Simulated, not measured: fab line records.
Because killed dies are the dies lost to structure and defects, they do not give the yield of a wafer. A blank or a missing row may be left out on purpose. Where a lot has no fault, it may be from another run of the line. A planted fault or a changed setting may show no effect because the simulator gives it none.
fab line records + flow gf180mcu
record
- lots=24
- wafers=72
- last-day=34
route steps=602 shown V1@336 V3@434 V4@490 V5@563 PASSIVATION@590
lots untouched by any fault: they come from a run of this same line in which no faults occurred
start-h: hours from the record's first day to the start of the lot's first wafer shown + wait-h: hours since the lot's step before + " identical to the entry in the row above + L1.1+2: a row that stands for several wafers + - either no value or no given start + * or withheld: withheld + < > ~ a bound
route shown NAME@n: a module of which the file shows steps, and the number in the route of the first + usual: the fault-free wafers' mean and standard deviation + same: alike in all rows + chamber/n: place in a boat + sites: the reading at each site + _std_site: the values' standard deviation + _edge_site: inner sites' mean taken away from outer sites' mean + radius-mm: how far each site lies from the wafer's centre + mask NAME#n: copy n + behind: the tool/chamber that last shaped the wafer + hold: why the lot went on hold/how many hours it stayed there/how the hold came to an end + device: names the non-switching transistor (n, p or np) + end of line: at the end of the route, the tests of the same wafers + step lacking rows: just its recipe + killed: not the wafer's yield, but the dies lost to structure and defects at the first sort + map: per-die view of a wafer (x killed, . not killed, _ where there is no die)
set.NAME: the run value of the setting; set.NAME@STEP: its run value at that earlier step + model.NAME: the simulator's own value behind a step, which no gauge read
one table for each step of the route and one row for each wafer, over a sample of lots
services: the hour from which a tool's chamber was out of use, counted from the record's first day as start-h (under 0 if before that day), plus the number of hours and why
## steps
# step GF_V1_THK_MEAS_01
# recipe
- reads=SiO2_of_V1_CVD_00
# usual
- V1_CVD_00_THK=597/6.5
| lot.wafer | tool          | chamber | start-h | wait-h | V1_CVD_00_THK[nm] |
|-----------|---------------|---------|---------|--------|-------------------|
| L074.1    | film-metro-02 | -       | 395.20  | 0.0    | 587               |
| L074.2    | "             | -       | "       | "      | 583               |
| L074.5    | "             | -       | "       | "      | 598               |
| L075.2    | film-metro-02 | -       | 403.37  | 0.0    | 598               |
| L075.3    | "             | -       | "       | "      | 587               |
| L075.4    | "             | -       | "       | "      | 598               |
| L076.1    | film-metro-01 | -       | 412.45  | 0.0    | 591               |
| L076.3    | "             | -       | "       | "      | 593               |
| L076.5    | "             | -       | "       | "      | 605               |
| L077.1    | film-metro-02 | -       | 415.24  | 0.0    | 594               |
| L077.2    | "             | -       | "       | "      | 588               |
| L077.4    | "             | -       | "       | "      | 587               |
| L078.3    | film-metro-01 | -       | 431.28  | 0.1    | 598               |
| L078.5    | "             | -       | "       | "      | 604               |
| L078.6    | "             | -       | "       | "      | 607               |
| L079.2    | film-metro-01 | -       | 435.74  | 0.0    | 602               |
| L079.4    | "             | -       | "       | "      | 593               |
| L079.6    | "             | -       | "       | "      | 595               |
| L080.3    | film-metro-03 | -       | 447.61  | 0.1    | 596               |
| L080.5    | "             | -       | "       | "      | 598               |
| L080.6    | "             | -       | "       | "      | 605               |
| L081.2    | film-metro-03 | -       | 455.40  | 0.0    | 587               |
| L081.3    | "             | -       | "       | "      | 591               |
| L081.6    | "             | -       | "       | "      | 595               |
| L082.1    | film-metro-03 | -       | 462.11  | 0.0    | 601               |
| L082.2    | "             | -       | "       | "      | 605               |
| L082.5    | "             | -       | "       | "      | 597               |
| L083.4    | film-metro-01 | -       | 466.82  | 0.0    | 599               |
| L083.5    | "             | -       | "       | "      | 591               |
| L083.6    | "             | -       | "       | "      | 595               |
| L084.1    | film-metro-01 | -       | 480.67  | 0.0    | 595               |
| L084.3    | "             | -       | "       | "      | 591               |
| L084.5    | "             | -       | "       | "      | 594               |
| L085.1    | film-metro-01 | -       | 485.89  | 0.0    | 600               |
| L085.3    | "             | -       | "       | "      | 604               |
| L085.5    | "             | -       | "       | "      | 592               |
| L086.1    | film-metro-01 | -       | 496.18  | 0.0    | 597               |
| L086.3    | "             | -       | "       | "      | 602               |
| L086.4    | "             | -       | "       | "      | 596               |
| L087.2    | film-metro-01 | -       | 505.10  | 0.0    | 593               |
| L087.4    | "             | -       | "       | "      | 595               |
| L087.6    | "             | -       | "       | "      | 598               |
| L088.1    | film-metro-02 | -       | 515.01  | 0.0    | 600               |
| L088.4    | "             | -       | "       | "      | 597               |
| L088.6    | "             | -       | "       | "      | 610               |
| L089.2    | film-metro-02 | -       | 526.77  | 0.0    | 597               |
| L089.3    | "             | -       | "       | "      | 606               |
| L089.4    | "             | -       | "       | "      | 598               |
| L090.1    | film-metro-01 | -       | 533.41  | 0.0    | 595               |
| L090.4    | "             | -       | "       | "      | 594               |
| L090.6    | "             | -       | "       | "      | 593               |
| L091.3    | film-metro-01 | -       | 539.95  | 0.1    | 600               |
| L091.5    | "             | -       | "       | "      | 604               |
| L091.6    | "             | -       | "       | "      | 596               |
| L092.1    | film-metro-02 | -       | 545.89  | 0.0    | 588               |
| L092.3    | "             | -       | "       | "      | 601               |
| L092.4    | "             | -       | "       | "      | 591               |
| L093.2    | film-metro-01 | -       | 555.15  | 0.0    | 589               |
| L093.3    | "             | -       | "       | "      | 595               |
| L093.4    | "             | -       | "       | "      | 595               |
| L094.1    | film-metro-01 | -       | 558.40  | 0.0    | 596               |
| L094.2    | "             | -       | "       | "      | 603               |
| L094.5    | "             | -       | "       | "      | 586               |
| L095.2    | film-metro-01 | -       | 566.59  | 0.1    | 599               |
| L095.3    | "             | -       | "       | "      | 595               |
| L095.6    | "             | -       | "       | "      | 603               |
| L096.1    | film-metro-01 | -       | 585.69  | 0.0    | 594               |
| L096.4    | "             | -       | "       | "      | 596               |
| L096.6    | "             | -       | "       | "      | 594               |
| L097.2    | film-metro-01 | -       | 587.82  | 0.0    | 611               |
| L097.5    | "             | -       | "       | "      | 603               |
| L097.6    | "             | -       | "       | "      | 595               |
# step GF_V3_BOW_MEAS_05
# recipe
- mode=bow
# usual
- V3_BOW=116/8.8
| lot.wafer | tool          | chamber | start-h | wait-h | V3_BOW[um] |
|-----------|---------------|---------|---------|--------|------------|
| L074.1    | film-metro-03 | -       | 498.37  | 0.1    | 126        |
| L074.2    | "             | -       | "       | "      | 120        |
| L074.5    | "             | -       | "       | "      | 128        |
| L075.2    | film-metro-03 | -       | 507.59  | 0.2    | 108        |
| L075.3    | "             | -       | "       | "      | 117        |
| L075.4    | "             | -       | "       | "      | 108        |
| L076.1    | film-metro-02 | -       | 516.36  | 0.1    | 110        |
| L076.3    | "             | -       | "       | "      | 111        |
| L076.5    | "             | -       | "       | "      | 113        |
| L077.1    | film-metro-01 | -       | 517.67  | 0.1    | 123        |
| L077.2    | "             | -       | "       | "      | 123        |
| L077.4    | "             | -       | "       | "      | 127        |
| L078.3    | film-metro-03 | -       | 534.20  | 0.1    | 121        |
| L078.5    | "             | -       | "       | "      | 129        |
| L078.6    | "             | -       | "       | "      | 110        |
| L079.2    | film-metro-03 | -       | 537.95  | 0.3    | 131        |
| L079.4    | "             | -       | "       | "      | 135        |
| L079.6    | "             | -       | "       | "      | 132        |
| L080.3    | film-metro-03 | -       | 549.82  | 0.1    | 117        |
| L080.5    | "             | -       | "       | "      | 113        |
| L080.6    | "             | -       | "       | "      | 124        |
| L081.2    | film-metro-01 | -       | 556.78  | 0.2    | 110        |
| L081.3    | "             | -       | "       | "      | 101        |
| L081.6    | "             | -       | "       | "      | 108        |
| L082.1    | film-metro-01 | -       | 562.31  | 0.2    | 102        |
| L082.2    | "             | -       | "       | "      | 110        |
| L082.5    | "             | -       | "       | "      | 100        |
| L083.4    | film-metro-01 | -       | 565.81  | 0.3    | 107        |
| L083.5    | "             | -       | "       | "      | 114        |
| L083.6    | "             | -       | "       | "      | 114        |
| L084.1    | film-metro-03 | -       | 579.33  | 0.2    | 126        |
| L084.3    | "             | -       | "       | "      | 123        |
| L084.5    | "             | -       | "       | "      | 123        |
| L085.1    | film-metro-02 | -       | 582.94  | 0.1    | 119        |
| L085.3    | "             | -       | "       | "      | 113        |
| L085.5    | "             | -       | "       | "      | 109        |
| L086.1    | film-metro-01 | -       | 592.78  | 0.1    | 112        |
| L086.3    | "             | -       | "       | "      | 120        |
| L086.4    | "             | -       | "       | "      | 107        |
| L087.2    | film-metro-02 | -       | 599.87  | 0.3    | 103        |
| L087.4    | "             | -       | "       | "      | 109        |
| L087.6    | "             | -       | "       | "      | 107        |
| L088.1    | film-metro-01 | -       | 609.71  | 0.2    | 112        |
| L088.4    | "             | -       | "       | "      | 122        |
| L088.6    | "             | -       | "       | "      | 115        |
| L089.2    | film-metro-03 | -       | 621.20  | 0.3    | 135        |
| L089.3    | "             | -       | "       | "      | 133        |
| L089.4    | "             | -       | "       | "      | 122        |
| L090.1    | film-metro-01 | -       | 627.69  | 0.1    | 130        |
| L090.4    | "             | -       | "       | "      | 124        |
| L090.6    | "             | -       | "       | "      | 116        |
| L091.3    | film-metro-01 | -       | 632.22  | 0.1    | 106        |
| L091.5    | "             | -       | "       | "      | 93         |
| L091.6    | "             | -       | "       | "      | 110        |
| L092.1    | film-metro-01 | -       | 638.44  | 0.2    | 120        |
| L092.3    | "             | -       | "       | "      | 127        |
| L092.4    | "             | -       | "       | "      | 111        |
| L093.2    | film-metro-02 | -       | 648.38  | 0.2    | 94         |
| L093.3    | "             | -       | "       | "      | 100        |
| L093.4    | "             | -       | "       | "      | 99         |
| L094.1    | film-metro-02 | -       | 650.33  | 0.2    | 110        |
| L094.2    | "             | -       | "       | "      | 103        |
| L094.5    | "             | -       | "       | "      | 110        |
| L095.2    | film-metro-01 | -       | 655.88  | 0.2    | 117        |
| L095.3    | "             | -       | "       | "      | 115        |
| L095.6    | "             | -       | "       | "      | 114        |
| L096.1    | film-metro-03 | -       | 674.57  | 0.2    | 126        |
| L096.4    | "             | -       | "       | "      | 122        |
| L096.6    | "             | -       | "       | "      | 120        |
| L097.2    | film-metro-02 | -       | 676.10  | 0.2    | 117        |
| L097.5    | "             | -       | "       | "      | 119        |
| L097.6    | "             | -       | "       | "      | 116        |
# step GF_V4_CD_MEAS_14
# recipe
- target-cd-nm=260
# usual
- cd-nm=259.9/1.1
| lot.wafer | tool      | chamber | start-h | wait-h | cd-nm |
|-----------|-----------|---------|---------|--------|-------|
| L074.1    | cd-sem-02 | -       | 569.93  | 0.1    | 259.5 |
| L074.2    | "         | -       | "       | "      | 260.8 |
| L074.5    | "         | -       | "       | "      | 260.8 |
| L075.2    | cd-sem-01 | -       | 578.97  | 0.1    | 260.7 |
| L075.3    | "         | -       | "       | "      | 261.3 |
| L075.4    | "         | -       | "       | "      | 261.1 |
| L076.1    | cd-sem-02 | -       | 587.13  | 0.1    | 258.8 |
| L076.3    | "         | -       | "       | "      | 258.1 |
| L076.5    | "         | -       | "       | "      | 258.8 |
| L077.1    | cd-sem-01 | -       | 587.48  | 0.1    | 260.2 |
| L077.2    | "         | -       | "       | "      | 260.2 |
| L077.4    | "         | -       | "       | "      | 260.6 |
| L078.3    | cd-sem-02 | -       | 603.62  | 0.1    | 259.0 |
| L078.5    | "         | -       | "       | "      | 257.8 |
| L078.6    | "         | -       | "       | "      | 259.0 |
| L079.2    | cd-sem-02 | -       | 605.82  | 0.1    | 260.3 |
| L079.4    | "         | -       | "       | "      | 260.8 |
| L079.6    | "         | -       | "       | "      | 261.1 |
| L080.3    | cd-sem-01 | -       | 617.14  | 0.1    | 261.4 |
| L080.5    | "         | -       | "       | "      | 261.2 |
| L080.6    | "         | -       | "       | "      | 261.2 |
| L081.2    | cd-sem-02 | -       | 625.05  | 0.1    | 259.1 |
| L081.3    | "         | -       | "       | "      | 258.8 |
| L081.6    | "         | -       | "       | "      | 259.1 |
| L082.1    | cd-sem-02 | -       | 629.43  | 0.1    | 258.1 |
| L082.2    | "         | -       | "       | "      | 259.8 |
| L082.5    | "         | -       | "       | "      | 260.0 |
| L083.4    | cd-sem-01 | -       | 632.54  | 0.1    | 260.2 |
| L083.5    | "         | -       | "       | "      | 260.7 |
| L083.6    | "         | -       | "       | "      | 260.1 |
| L084.1    | cd-sem-02 | -       | 645.17  | 0.1    | 260.3 |
| L084.3    | "         | -       | "       | "      | 260.2 |
| L084.5    | "         | -       | "       | "      | 260.7 |
| L085.1    | cd-sem-01 | -       | 650.10  | 0.1    | 260.5 |
| L085.3    | "         | -       | "       | "      | 259.2 |
| L085.5    | "         | -       | "       | "      | 258.8 |
| L086.1    | cd-sem-01 | -       | 657.37  | 0.1    | 260.6 |
| L086.3    | "         | -       | "       | "      | 260.4 |
| L086.4    | "         | -       | "       | "      | 259.9 |
| L087.2    | cd-sem-02 | -       | 662.95  | 0.1    | 261.3 |
| L087.4    | "         | -       | "       | "      | 261.2 |
| L087.6    | "         | -       | "       | "      | 260.7 |
| L088.1    | cd-sem-02 | -       | 672.73  | 0.1    | 257.4 |
| L088.4    | "         | -       | "       | "      | 257.6 |
| L088.6    | "         | -       | "       | "      | 257.8 |
| L089.2    | cd-sem-02 | -       | 682.74  | 0.1    | 259.5 |
| L089.3    | "         | -       | "       | "      | 261.2 |
| L089.4    | "         | -       | "       | "      | 260.2 |
| L090.1    | cd-sem-01 | -       | 692.40  | 0.1    | 261.4 |
| L090.4    | "         | -       | "       | "      | 260.3 |
| L090.6    | "         | -       | "       | "      | 261.4 |
| L091.3    | cd-sem-02 | -       | 694.44  | 0.1    | 258.7 |
| L091.5    | "         | -       | "       | "      | 258.1 |
| L091.6    | "         | -       | "       | "      | 259.1 |
| L092.1    | cd-sem-02 | -       | 698.87  | 0.1    | 258.0 |
| L092.3    | "         | -       | "       | "      | 258.2 |
| L092.4    | "         | -       | "       | "      | 259.6 |
| L093.2    | cd-sem-02 | -       | 708.91  | 0.1    | 260.5 |
| L093.3    | "         | -       | "       | "      | 260.5 |
| L093.4    | "         | -       | "       | "      | 261.8 |
| L094.1    | cd-sem-02 | -       | 710.13  | 0.1    | 259.9 |
| L094.2    | "         | -       | "       | "      | 259.8 |
| L094.5    | "         | -       | "       | "      | 259.2 |
| L095.2    | cd-sem-01 | -       | 716.21  | 0.1    | 259.3 |
| L095.3    | "         | -       | "       | "      | 259.1 |
| L095.6    | "         | -       | "       | "      | 260.0 |
| L096.1    | cd-sem-01 | -       | 734.18  | 0.1    | 260.1 |
| L096.4    | "         | -       | "       | "      | 259.9 |
| L096.6    | "         | -       | "       | "      | 260.1 |
| L097.2    | cd-sem-02 | -       | 734.99  | 0.1    | 260.0 |
| L097.5    | "         | -       | "       | "      | 259.7 |
| L097.6    | "         | -       | "       | "      | 260.5 |
# step GF_V4_THK_MEAS_25
# recipe
- thk-meas-gauge=xrf
- reads=W_of_V4_CVD_23
# usual
- V4_W_THK=342/4.1
| lot.wafer | tool          | chamber | start-h | wait-h | V4_W_THK[nm] |
|-----------|---------------|---------|---------|--------|--------------|
| L074.1    | film-metro-03 | -       | 571.09  | 0.1    | 344          |
| L074.2    | "             | -       | "       | "      | 341          |
| L074.5    | "             | -       | "       | "      | 341          |
| L075.2    | film-metro-04 | -       | 580.12  | 0.1    | 338          |
| L075.3    | "             | -       | "       | "      | 348          |
| L075.4    | "             | -       | "       | "      | 339          |
| L076.1    | film-metro-04 | -       | 588.28  | 0.1    | 341          |
| L076.3    | "             | -       | "       | "      | 339          |
| L076.5    | "             | -       | "       | "      | 341          |
| L077.1    | film-metro-03 | -       | 588.66  | 0.1    | 342          |
| L077.2    | "             | -       | "       | "      | 342          |
| L077.4    | "             | -       | "       | "      | 345          |
| L078.3    | film-metro-04 | -       | 604.75  | 0.1    | 345          |
| L078.5    | "             | -       | "       | "      | 344          |
| L078.6    | "             | -       | "       | "      | 347          |
| L079.2    | film-metro-02 | -       | 607.06  | 0.1    | 336          |
| L079.4    | "             | -       | "       | "      | 336          |
| L079.6    | "             | -       | "       | "      | 334          |
| L080.3    | film-metro-04 | -       | 618.27  | 0.1    | 346          |
| L080.5    | "             | -       | "       | "      | 348          |
| L080.6    | "             | -       | "       | "      | 345          |
| L081.2    | film-metro-02 | -       | 626.23  | 0.1    | 342          |
| L081.3    | "             | -       | "       | "      | 341          |
| L081.6    | "             | -       | "       | "      | 340          |
| L082.1    | film-metro-03 | -       | 630.63  | 0.1    | 344          |
| L082.2    | "             | -       | "       | "      | 339          |
| L082.5    | "             | -       | "       | "      | 341          |
| L083.4    | film-metro-03 | -       | 633.66  | 0.1    | 337          |
| L083.5    | "             | -       | "       | "      | 342          |
| L083.6    | "             | -       | "       | "      | 339          |
| L084.1    | film-metro-04 | -       | 646.36  | 0.1    | 338          |
| L084.3    | "             | -       | "       | "      | 339          |
| L084.5    | "             | -       | "       | "      | 346          |
| L085.1    | film-metro-04 | -       | 651.25  | 0.1    | 341          |
| L085.3    | "             | -       | "       | "      | 338          |
| L085.5    | "             | -       | "       | "      | 343          |
| L086.1    | film-metro-04 | -       | 658.53  | 0.1    | 342          |
| L086.3    | "             | -       | "       | "      | 340          |
| L086.4    | "             | -       | "       | "      | 341          |
| L087.2    | film-metro-03 | -       | 664.09  | 0.1    | 337          |
| L087.4    | "             | -       | "       | "      | 340          |
| L087.6    | "             | -       | "       | "      | 346          |
| L088.1    | film-metro-02 | -       | 674.01  | 0.1    | 332          |
| L088.4    | "             | -       | "       | "      | 336          |
| L088.6    | "             | -       | "       | "      | 334          |
| L089.2    | film-metro-04 | -       | 683.92  | 0.1    | 341          |
| L089.3    | "             | -       | "       | "      | 343          |
| L089.4    | "             | -       | "       | "      | 342          |
| L090.1    | film-metro-04 | -       | 693.55  | 0.1    | 345          |
| L090.4    | "             | -       | "       | "      | 345          |
| L090.6    | "             | -       | "       | "      | 344          |
| L091.3    | film-metro-02 | -       | 695.57  | 0.1    | 331          |
| L091.5    | "             | -       | "       | "      | 334          |
| L091.6    | "             | -       | "       | "      | 332          |
| L092.1    | film-metro-04 | -       | 700.02  | 0.1    | 347          |
| L092.3    | "             | -       | "       | "      | 343          |
| L092.4    | "             | -       | "       | "      | 346          |
| L093.2    | film-metro-03 | -       | 710.06  | 0.1    | 340          |
| L093.3    | "             | -       | "       | "      | 341          |
| L093.4    | "             | -       | "       | "      | 342          |
| L094.1    | film-metro-03 | -       | 711.28  | 0.1    | 346          |
| L094.2    | "             | -       | "       | "      | 348          |
| L094.5    | "             | -       | "       | "      | 351          |
| L095.2    | film-metro-03 | -       | 717.39  | 0.1    | 343          |
| L095.3    | "             | -       | "       | "      | 346          |
| L095.6    | "             | -       | "       | "      | 342          |
| L096.1    | film-metro-03 | -       | 735.37  | 0.1    | 349          |
| L096.4    | "             | -       | "       | "      | 350          |
| L096.6    | "             | -       | "       | "      | 345          |
| L097.2    | film-metro-03 | -       | 736.13  | 0.1    | 344          |
| L097.5    | "             | -       | "       | "      | 344          |
| L097.6    | "             | -       | "       | "      | 342          |
# step GF_V5_CVD_23
# recipe
- material=W
- target-thk-nm=350
- time-s=104.9
- temp-c=400
- pressure-torr=40
# usual
- heater-power-w=823/37
| lot.wafer | tool     | chamber | start-h | wait-h | heater-power-w |
|-----------|----------|---------|---------|--------|----------------|
| L074.1    | cvd-w-01 | 0       | 637.31  | 0.0    | 801            |
| L074.2    | "        | 1       | "       | "      | 861            |
| L074.5    | "        | 0       | "       | "      | 803            |
| L075.2    | cvd-w-02 | 1       | 645.50  | 0.0    | 773            |
| L075.3    | "        | 1       | "       | "      | 752            |
| L075.4    | "        | 0       | "       | "      | 873            |
| L077.1    | cvd-w-01 | 1       | 653.52  | 0.0    | 863            |
| L077.2    | "        | 0       | "       | "      | 817            |
| L077.4    | "        | 1       | "       | "      | 841            |
| L076.1    | cvd-w-02 | 1       | 653.84  | 0.0    | 757            |
| L076.3    | "        | 1       | "       | "      | 777            |
| L076.5    | "        | 1       | "       | "      | 753            |
| L078.3    | cvd-w-01 | 1       | 668.64  | 0.1    | 856            |
| L078.5    | "        | 1       | "       | "      | 843            |
| L078.6    | "        | 1       | "       | "      | 841            |
| L079.2    | cvd-w-02 | 1       | 670.87  | 0.0    | 760            |
| L079.4    | "        | 1       | "       | "      | 771            |
| L079.6    | "        | 0       | "       | "      | 841            |
| L080.3    | cvd-w-02 | 1       | 681.00  | 0.1    | 773            |
| L080.5    | "        | 0       | "       | "      | 877            |
| L080.6    | "        | 1       | "       | "      | 761            |
| L081.2    | cvd-w-01 | 1       | 693.20  | 0.0    | 849            |
| L081.3    | "        | 0       | "       | "      | 821            |
| L081.6    | "        | 1       | "       | "      | 849            |
| L082.1    | cvd-w-02 | 0       | 694.00  | 0.0    | 846            |
| L082.2    | "        | 1       | "       | "      | 744            |
| L082.5    | "        | 1       | "       | "      | 751            |
| L083.4    | cvd-w-01 | 1       | 695.33  | 0.1    | 849            |
| L083.5    | "        | 1       | "       | "      | 842            |
| L083.6    | "        | 0       | "       | "      | 782            |
| L084.1    | cvd-w-02 | 1       | 707.42  | 0.0    | 758            |
| L084.3    | "        | 0       | "       | "      | 861            |
| L084.5    | "        | 0       | "       | "      | 866            |
| L085.1    | cvd-w-01 | 0       | 710.72  | 0.0    | 816            |
| L085.3    | "        | 0       | "       | "      | 810            |
| L085.5    | "        | 0       | "       | "      | 822            |
| L086.1    | cvd-w-01 | 0       | 718.82  | 0.0    | 829            |
| L086.3    | "        | 1       | "       | "      | 865            |
| L086.4    | "        | 0       | "       | "      | 810            |
| L087.2    | cvd-w-02 | 1       | 722.70  | 0.0    | 755            |
| L087.4    | "        | 1       | "       | "      | 743            |
| L087.6    | "        | 1       | "       | "      | 761            |
| L088.1    | cvd-w-01 | 1       | 734.27  | 0.1    | 822            |
| L088.4    | "        | 1       | "       | "      | 831            |
| L088.6    | "        | 0       | "       | "      | 798            |
| L089.2    | cvd-w-02 | 1       | 742.02  | 0.0    | 780            |
| L089.3    | "        | 0       | "       | "      | 872            |
| L089.4    | "        | 1       | "       | "      | 768            |
| L090.1    | cvd-w-01 | 1       | 750.42  | 0.0    | 821            |
| L090.4    | "        | 0       | "       | "      | 791            |
| L090.6    | "        | 0       | "       | "      | 826            |
| L091.3    | cvd-w-01 | 1       | 751.90  | 0.1    | 834            |
| L091.5    | "        | 1       | "       | "      | 854            |
| L091.6    | "        | 0       | "       | "      | 829            |
| L092.1    | cvd-w-01 | 1       | 755.78  | 0.0    | 862            |
| L092.3    | "        | 1       | "       | "      | 868            |
| L092.4    | "        | 0       | "       | "      | 823            |
| L093.2    | cvd-w-01 | 0       | 765.67  | 0.0    | 792            |
| L093.3    | "        | 0       | "       | "      | 807            |
| L093.4    | "        | 1       | "       | "      | 856            |
| L094.1    | cvd-w-02 | 1       | 766.97  | 0.0    | 767            |
| L094.2    | "        | 0       | "       | "      | 879            |
| L094.5    | "        | 0       | "       | "      | 865            |
| L095.2    | cvd-w-01 | 1       | 772.15  | 0.0    | 821            |
| L095.3    | "        | 0       | "       | "      | 816            |
| L095.6    | "        | 1       | "       | "      | 814            |
| L096.1    | cvd-w-02 | 0       | 786.97  | 0.0    | 864            |
| L096.4    | "        | 0       | "       | "      | 851            |
| L096.6    | "        | 1       | "       | "      | 780            |
| L097.2    | cvd-w-01 | 1       | 788.53  | 0.0    | 848            |
| L097.5    | "        | 1       | "       | "      | 840            |
| L097.6    | "        | 0       | "       | "      | 832            |
# step GF_PASSIVATION_THK_MEAS_03
# recipe
- reads=Si3N4_of_PASSIVATION_CVD_02
# usual
- PASSIVATION_CVD_02_THK=706/8.9
| lot.wafer | tool          | chamber | start-h | wait-h | PASSIVATION_CVD_02_THK[nm] |
|-----------|---------------|---------|---------|--------|----------------------------|
| L074.1    | film-metro-02 | -       | 659.04  | 0.1    | 705                        |
| L074.2    | "             | -       | "       | "      | 693                        |
| L074.5    | "             | -       | "       | "      | 719                        |
| L075.2    | film-metro-02 | -       | 667.68  | 0.3    | 699                        |
| L075.3    | "             | -       | "       | "      | 711                        |
| L075.4    | "             | -       | "       | "      | 700                        |
| L077.1    | film-metro-02 | -       | 674.68  | 0.1    | 706                        |
| L077.2    | "             | -       | "       | "      | 701                        |
| L077.4    | "             | -       | "       | "      | 715                        |
| L076.1    | film-metro-02 | -       | 674.99  | 0.1    | 692                        |
| L076.3    | "             | -       | "       | "      | 694                        |
| L076.5    | "             | -       | "       | "      | 697                        |
| L078.3    | film-metro-04 | -       | 689.70  | 0.2    | 700                        |
| L078.5    | "             | -       | "       | "      | 710                        |
| L078.6    | "             | -       | "       | "      | 718                        |
| L079.2    | film-metro-02 | -       | 691.35  | 0.2    | 689                        |
| L079.4    | "             | -       | "       | "      | 712                        |
| L079.6    | "             | -       | "       | "      | 708                        |
| L080.3    | film-metro-04 | -       | 702.56  | 0.2    | 714                        |
| L080.5    | "             | -       | "       | "      | 715                        |
| L080.6    | "             | -       | "       | "      | 723                        |
| L081.2    | film-metro-04 | -       | 713.39  | 0.2    | 707                        |
| L081.3    | "             | -       | "       | "      | 711                        |
| L081.6    | "             | -       | "       | "      | 723                        |
| L082.1    | film-metro-04 | -       | 714.34  | 0.1    | 711                        |
| L082.2    | "             | -       | "       | "      | 714                        |
| L082.5    | "             | -       | "       | "      | 721                        |
| L083.4    | film-metro-02 | -       | 716.28  | 0.0    | 714                        |
| L083.5    | "             | -       | "       | "      | 718                        |
| L083.6    | "             | -       | "       | "      | 710                        |
| L084.1    | film-metro-03 | -       | 728.15  | 0.1    | 707                        |
| L084.3    | "             | -       | "       | "      | 705                        |
| L084.5    | "             | -       | "       | "      | 721                        |
| L085.1    | film-metro-03 | -       | 730.70  | 0.1    | 701                        |
| L085.3    | "             | -       | "       | "      | 701                        |
| L085.5    | "             | -       | "       | "      | 705                        |
| L086.1    | film-metro-03 | -       | 739.38  | 0.1    | 700                        |
| L086.3    | "             | -       | "       | "      | 698                        |
| L086.4    | "             | -       | "       | "      | 707                        |
| L087.2    | film-metro-02 | -       | 742.11  | 0.2    | 694                        |
| L087.4    | "             | -       | "       | "      | 712                        |
| L087.6    | "             | -       | "       | "      | 722                        |
| L088.1    | film-metro-02 | -       | 752.80  | 0.1    | 694                        |
| L088.4    | "             | -       | "       | "      | 721                        |
| L088.6    | "             | -       | "       | "      | 711                        |
| L089.2    | film-metro-03 | -       | 760.54  | 0.2    | 698                        |
| L089.3    | "             | -       | "       | "      | 708                        |
| L089.4    | "             | -       | "       | "      | 711                        |
| L090.1    | film-metro-02 | -       | 768.53  | 0.1    | 706                        |
| L090.4    | "             | -       | "       | "      | 704                        |
| L090.6    | "             | -       | "       | "      | 716                        |
| L091.3    | film-metro-04 | -       | 770.37  | 0.2    | 705                        |
| L091.5    | "             | -       | "       | "      | 705                        |
| L091.6    | "             | -       | "       | "      | 717                        |
| L092.1    | film-metro-02 | -       | 773.99  | 0.1    | 699                        |
| L092.3    | "             | -       | "       | "      | 703                        |
| L092.4    | "             | -       | "       | "      | 712                        |
| L093.2    | film-metro-04 | -       | 783.46  | 0.2    | 693                        |
| L093.3    | "             | -       | "       | "      | 700                        |
| L093.4    | "             | -       | "       | "      | 702                        |
| L094.1    | film-metro-03 | -       | 784.71  | 0.1    | 693                        |
| L094.2    | "             | -       | "       | "      | 688                        |
| L094.5    | "             | -       | "       | "      | 697                        |
| L095.2    | film-metro-03 | -       | 790.17  | 0.2    | 694                        |
| L095.3    | "             | -       | "       | "      | 686                        |
| L095.6    | "             | -       | "       | "      | 720                        |
| L096.1    | film-metro-03 | -       | 804.43  | 0.1    | 708                        |
| L096.4    | "             | -       | "       | "      | 711                        |
| L096.6    | "             | -       | "       | "      | 720                        |
| L097.2    | film-metro-02 | -       | 805.35  | 0.2    | 695                        |
| L097.5    | "             | -       | "       | "      | 704                        |
| L097.6    | "             | -       | "       | "      | 706                        |
## services
| tool     | chamber | start-h | hours | kind   |
|----------|---------|---------|-------|--------|
| cvd-w-01 | 1       | 619.87  | 9.1   | repair |
| cvd-w-02 | -       | 630.18  | 9.0   | repair |
| cvd-w-01 | 0       | 662.37  | 11.2  | repair |
| cvd-w-01 | -       | 668.79  | 6.9   | pm     |
| cvd-w-02 | -       | 733.04  | 1.4   | repair |
## key
fault none
